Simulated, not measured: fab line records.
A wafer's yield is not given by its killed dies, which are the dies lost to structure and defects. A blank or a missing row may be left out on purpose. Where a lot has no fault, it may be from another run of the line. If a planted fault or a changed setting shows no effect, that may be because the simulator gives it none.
Which tool was responsible? / flow sky130 / 39 wafers from 13 lots sampled at 5 of the route's 708 steps

## WHAT THE GAUGES SHOWED, per wafer
SKY_VIA4_THK_MEAS_01. Usual: for VIA4_HDPCVD_THK the level is 1751 nm and the standard deviation is 22.
lot=L377; measured=day 42 00:11; on=film metro-02; VIA4_HDPCVD_THK (nm)=1767 1757 1771; flag=
lot=L378; measured=day 42 07:48; on=film metro-04; VIA4_HDPCVD_THK (nm)=1791 1773 1783; flag=
lot=L380; measured=day 42 18:40; on=film metro-04; VIA4_HDPCVD_THK (nm)=1746 1743 1720; flag=
lot=L381; measured=day 42 20:28; on=film metro-04; VIA4_HDPCVD_THK (nm)=1747 1738 1755; flag=
lot=L382; measured=day 43 03:54; on=film metro-01; VIA4_HDPCVD_THK (nm)=1770 1765 1782; flag=
lot=L384; measured=day 43 17:58; on=film metro-04; VIA4_HDPCVD_THK (nm)=1730 1735 1724; flag=
lot=L385; measured=day 43 21:14; on=film metro-01; VIA4_HDPCVD_THK (nm)=1739 1756 1745; flag=
lot=L390; measured=day 45 14:19; on=film metro-01; VIA4_HDPCVD_THK (nm)=1720 1766 1775; flag=
lot=L395; measured=day 47 05:44; on=film metro-04; VIA4_HDPCVD_THK (nm)=1753 1789 1744; flag=
lot=L397; measured=day 47 09:38; on=film metro-04; VIA4_HDPCVD_THK (nm)=1762 1756 1783; flag=
lot=L398; measured=day 47 10:40; on=film metro-02; VIA4_HDPCVD_THK (nm)=1730 1752 1724; flag=
lot=L399; measured=day 47 10:59; on=film metro-04; VIA4_HDPCVD_THK (nm)=1792 1755 1747; flag=
lot=L400; measured=day 47 14:45; on=film metro-04; VIA4_HDPCVD_THK (nm)=1703 1743 1741; flag=

SKY_VIA4_BOW_MEAS_03. Usual: for VIA4_BOW the level is 78 um and the standard deviation is 8.4.
lot=L377; measured=day 42 00:33; on=film metro-04; VIA4_BOW (um)=76 88 81; flag=
lot=L378; measured=day 42 08:10; on=film metro-04; VIA4_BOW (um)=70 78 74; flag=
lot=L380; measured=day 42 19:01; on=film metro-02; VIA4_BOW (um)=89 82 75; flag=
lot=L381; measured=day 42 20:50; on=film metro-02; VIA4_BOW (um)=77 77 79; flag=
lot=L382; measured=day 43 04:16; on=film metro-04; VIA4_BOW (um)=88 78 81; flag=
lot=L384; measured=day 43 18:20; on=film metro-04; VIA4_BOW (um)=77 70 73; flag=
lot=L385; measured=day 43 21:35; on=film metro-04; VIA4_BOW (um)=82 82 77; flag=
lot=L390; measured=day 45 14:40; on=film metro-02; VIA4_BOW (um)=58 78 87; flag=
lot=L395; measured=day 47 06:06; on=film metro-04; VIA4_BOW (um)=75 79 83; flag=
lot=L397; measured=day 47 10:04; on=film metro-01; VIA4_BOW (um)=80 75 76; flag=
lot=L398; measured=day 47 11:03; on=film metro-02; VIA4_BOW (um)=82 82 90; flag=
lot=L399; measured=day 47 11:20; on=film metro-04; VIA4_BOW (um)=84 62 82; flag=
lot=L400; measured=day 47 15:08; on=film metro-01; VIA4_BOW (um)=77 72 83; flag=

## TOOL THAT RAN EACH LOT (tool first, then ch and the chambers of the sampled wafers, then the start)
lot=L377; SKY_METAL3_ETCH_17=rie diel-03 ch 0,1,3, day 38 16:30; SKY_METAL4_SPUTTER_02=pvd sputter-01, day 39 21:16; SKY_METAL4_METAL_ETCH_18=rie metal-04 ch 0,1, day 41 23:10
lot=L378; SKY_METAL3_ETCH_17=rie diel-03 ch 1,2,3, day 39 02:28; SKY_METAL4_SPUTTER_02=pvd sputter-01, day 40 05:52; SKY_METAL4_METAL_ETCH_18=rie metal-04 ch 0,1, day 42 06:50
lot=L380; SKY_METAL3_ETCH_17=rie diel-03 ch 0,2,3, day 39 14:16; SKY_METAL4_SPUTTER_02=pvd sputter-01, day 40 17:29; SKY_METAL4_METAL_ETCH_18=rie metal-02 ch 0,1, day 42 17:38
lot=L381; SKY_METAL3_ETCH_17=rie diel-02 ch 1,3, day 39 15:18; SKY_METAL4_SPUTTER_02=pvd sputter-03, day 40 18:32; SKY_METAL4_METAL_ETCH_18=rie metal-04 ch 1, day 42 19:31
lot=L382; SKY_METAL3_ETCH_17=rie diel-02 ch 0,1,2, day 39 23:38; SKY_METAL4_SPUTTER_02=pvd sputter-04, day 41 02:51; SKY_METAL4_METAL_ETCH_18=rie metal-01 ch 0, day 43 02:53
lot=L384; SKY_METAL3_ETCH_17=rie diel-02 ch 0,3, day 40 13:11; SKY_METAL4_SPUTTER_02=pvd sputter-03, day 41 16:56; SKY_METAL4_METAL_ETCH_18=rie metal-01 ch 0,1, day 43 16:59
lot=L385; SKY_METAL3_ETCH_17=rie diel-02 ch 2,3, day 40 19:22; SKY_METAL4_SPUTTER_02=pvd sputter-04, day 41 22:09; SKY_METAL4_METAL_ETCH_18=rie metal-02 ch 0,1, day 43 20:16
lot=L390; SKY_METAL3_ETCH_17=rie diel-01 ch 0,1,2, day 42 15:06; SKY_METAL4_SPUTTER_02=pvd sputter-04, day 43 16:05; SKY_METAL4_METAL_ETCH_18=rie metal-02 ch 0, day 45 13:08
lot=L395; SKY_METAL3_ETCH_17=rie diel-03 ch 0,1, day 44 10:18; SKY_METAL4_SPUTTER_02=pvd sputter-04, day 45 11:19; SKY_METAL4_METAL_ETCH_18=rie metal-01 ch 0,1, day 47 04:47
lot=L397; SKY_METAL3_ETCH_17=rie diel-01 ch 1,3, day 44 14:03; SKY_METAL4_SPUTTER_02=pvd sputter-01, day 45 14:47; SKY_METAL4_METAL_ETCH_18=rie metal-01 ch 0,1, day 47 08:44
lot=L398; SKY_METAL3_ETCH_17=rie diel-03 ch 0,1,2, day 44 14:24; SKY_METAL4_SPUTTER_02=pvd sputter-01, day 45 15:23; SKY_METAL4_METAL_ETCH_18=rie metal-02 ch 0,1, day 47 09:42
lot=L399; SKY_METAL3_ETCH_17=rie diel-03 ch 0,1,3, day 44 16:08; SKY_METAL4_SPUTTER_02=pvd sputter-01, day 45 16:18; SKY_METAL4_METAL_ETCH_18=rie metal-04 ch 0,1, day 47 10:02
lot=L400; SKY_METAL3_ETCH_17=rie diel-03 ch 0,3, day 44 19:55; SKY_METAL4_SPUTTER_02=pvd sputter-03, day 45 20:01; SKY_METAL4_METAL_ETCH_18=rie metal-02 ch 0,1, day 47 13:48
- SKY_METAL3_ETCH_17: etches SiO2 in C4F8/O2/Ar, stops on TiN, time 3.9 s, target depth 15 nm.
- SKY_METAL4_SPUTTER_02: material AlCu, target thk 735 nm, time 39.1 s.
- SKY_METAL4_METAL_ETCH_18: etches the open film in Cl2/BCl3, stops on SiO2, target depth 845 nm, time 183.1 s.

## WHAT THE TOOLS THEMSELVES READ (means of the sampled wafers that have a number; where no wafer has one, the mark that the record gives instead)
SKY_METAL3_ETCH_17. Usual: chamber pressure mTorr 40.00 mTorr, standard deviation 0.039; oes product au 0.754 a.u., standard deviation 0.0081.
lot=L377; tool=rie diel-03; chamber pressure mTorr (mTorr)=39.98; oes product au (a.u.)=0.767; flag=
lot=L378; tool=rie diel-03; chamber pressure mTorr (mTorr)=39.96; oes product au (a.u.)=0.747; flag=
lot=L380; tool=rie diel-03; chamber pressure mTorr (mTorr)=40.04; oes product au (a.u.)=0.753; flag=
lot=L381; tool=rie diel-02; chamber pressure mTorr (mTorr)=40.00; oes product au (a.u.)=0.752; flag=
lot=L382; tool=rie diel-02; chamber pressure mTorr (mTorr)=39.98; oes product au (a.u.)=0.756; flag=
lot=L384; tool=rie diel-02; chamber pressure mTorr (mTorr)=39.97; oes product au (a.u.)=0.749; flag=
lot=L385; tool=rie diel-02; chamber pressure mTorr (mTorr)=39.98; oes product au (a.u.)=0.759; flag=
lot=L390; tool=rie diel-01; chamber pressure mTorr (mTorr)=40.01; oes product au (a.u.)=0.753; flag=
lot=L395; tool=rie diel-03; chamber pressure mTorr (mTorr)=40.03; oes product au (a.u.)=0.757; flag=
lot=L397; tool=rie diel-01; chamber pressure mTorr (mTorr)=39.97; oes product au (a.u.)=0.760; flag=
lot=L398; tool=rie diel-03; chamber pressure mTorr (mTorr)=39.98; oes product au (a.u.)=0.764; flag=
lot=L399; tool=rie diel-03; chamber pressure mTorr (mTorr)=40.04; oes product au (a.u.)=0.749; flag=
lot=L400; tool=rie diel-03; chamber pressure mTorr (mTorr)=39.99; oes product au (a.u.)=0.761; flag=

SKY_METAL4_SPUTTER_02. Usual: cathode dc power W 10600 W, standard deviation 1.9; throttle valve pct 30.3 %, standard deviation 1.2.
lot=L377; tool=pvd sputter-01; cathode dc power W (W)=10601; throttle valve pct (%)=30.2; flag=
lot=L378; tool=pvd sputter-01; cathode dc power W (W)=10600; throttle valve pct (%)=29.2; flag=
lot=L380; tool=pvd sputter-01; cathode dc power W (W)=10601; throttle valve pct (%)=30.8; flag=
lot=L381; tool=pvd sputter-03; cathode dc power W (W)=10601; throttle valve pct (%)=30.2; flag=
lot=L382; tool=pvd sputter-04; cathode dc power W (W)=10600; throttle valve pct (%)=30.4; flag=
lot=L384; tool=pvd sputter-03; cathode dc power W (W)=10599; throttle valve pct (%)=30.9; flag=
lot=L385; tool=pvd sputter-04; cathode dc power W (W)=10599; throttle valve pct (%)=31.1; flag=
lot=L390; tool=pvd sputter-04; cathode dc power W (W)=10601; throttle valve pct (%)=30.4; flag=
lot=L395; tool=pvd sputter-04; cathode dc power W (W)=10598; throttle valve pct (%)=29.6; flag=
lot=L397; tool=pvd sputter-01; cathode dc power W (W)=10599; throttle valve pct (%)=30.0; flag=
lot=L398; tool=pvd sputter-01; cathode dc power W (W)=10599; throttle valve pct (%)=29.8; flag=
lot=L399; tool=pvd sputter-01; cathode dc power W (W)=10600; throttle valve pct (%)=30.7; flag=
lot=L400; tool=pvd sputter-03; cathode dc power W (W)=10603; throttle valve pct (%)=30.3; flag=

SKY_METAL4_METAL_ETCH_18. Usual: chamber pressure mTorr 9.999 mTorr, standard deviation 0.0084; drypump motor current A 5.5 A, standard deviation 0.39; oes product au 0.863 a.u., standard deviation 0.0074; throttle valve pct 22.266 %, standard deviation 0.0086.
lot=L377; tool=rie metal-04; chamber pressure mTorr (mTorr)=10.003; drypump motor current A (A)=5.7; oes product au (a.u.)=0.867; throttle valve pct (%)=22.271; flag=
lot=L378; tool=rie metal-04; chamber pressure mTorr (mTorr)=10.006; drypump motor current A (A)=5.8; oes product au (a.u.)=0.872; throttle valve pct (%)=22.274; flag=
lot=L380; tool=rie metal-02; chamber pressure mTorr (mTorr)=9.998; drypump motor current A (A)=5.9; oes product au (a.u.)=0.861; throttle valve pct (%)=22.262; flag=
lot=L381; tool=rie metal-04; chamber pressure mTorr (mTorr)=9.992; drypump motor current A (A)=6.0; oes product au (a.u.)=0.860; throttle valve pct (%)=22.270; flag=
lot=L382; tool=rie metal-01; chamber pressure mTorr (mTorr)=10.004; drypump motor current A (A)=5.1; oes product au (a.u.)=0.863; throttle valve pct (%)=22.263; flag=
lot=L384; tool=rie metal-01; chamber pressure mTorr (mTorr)=10.000; drypump motor current A (A)=5.3; oes product au (a.u.)=0.864; throttle valve pct (%)=22.273; flag=
lot=L385; tool=rie metal-02; chamber pressure mTorr (mTorr)=10.006; drypump motor current A (A)=5.9; oes product au (a.u.)=0.862; throttle valve pct (%)=22.266; flag=
lot=L390; tool=rie metal-02; chamber pressure mTorr (mTorr)=9.992; drypump motor current A (A)=5.3; oes product au (a.u.)=0.867; throttle valve pct (%)=22.259; flag=
lot=L395; tool=rie metal-01; chamber pressure mTorr (mTorr)=9.998; drypump motor current A (A)=5.5; oes product au (a.u.)=0.897; throttle valve pct (%)=22.263; flag=OFF
lot=L397; tool=rie metal-01; chamber pressure mTorr (mTorr)=10.007; drypump motor current A (A)=5.5; oes product au (a.u.)=0.860; throttle valve pct (%)=22.264; flag=
lot=L398; tool=rie metal-02; chamber pressure mTorr (mTorr)=10.001; drypump motor current A (A)=5.6; oes product au (a.u.)=0.858; throttle valve pct (%)=22.260; flag=
lot=L399; tool=rie metal-04; chamber pressure mTorr (mTorr)=10.009; drypump motor current A (A)=5.8; oes product au (a.u.)=0.866; throttle valve pct (%)=22.255; flag=
lot=L400; tool=rie metal-02; chamber pressure mTorr (mTorr)=9.995; drypump motor current A (A)=5.9; oes product au (a.u.)=0.864; throttle valve pct (%)=22.262; flag=

## THE ANSWER, worked out from the rows above alone
Rule: lot off if the mean of its wafers having a number is beyond 3 standard deviations from the usual mean. Also off: a lot with no number at a reading for which 4 or more lots have one. Where the step has rows for the other lots, those lots are counted as sound. After the gauges, taken in route order, come the tools' own readings; for these a lot's mean is taken, as printed above. At the first step where some lot is off, the reading lying furthest off is the one used; lots without a number count as furthest.
Off at SKY_METAL4_METAL_ETCH_18 (oes product au): L395.
If a tool, at that step or one of the process steps before it, ran each lot that is off and ran no sound lot following the first of them, it fits. One fits: pvd sputter-04 at SKY_METAL4_SPUTTER_02. A fault onset in the window from L390 (day 43 16:05, its last sound lot) to L395 (day 45 11:19, its first lot off) fits.

## WHAT HAD BEEN PUT IN BY THE SIMULATOR
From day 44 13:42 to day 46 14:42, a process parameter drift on pvd sputter-04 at SKY_METAL4_SPUTTER_02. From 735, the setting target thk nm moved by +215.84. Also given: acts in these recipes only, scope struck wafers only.
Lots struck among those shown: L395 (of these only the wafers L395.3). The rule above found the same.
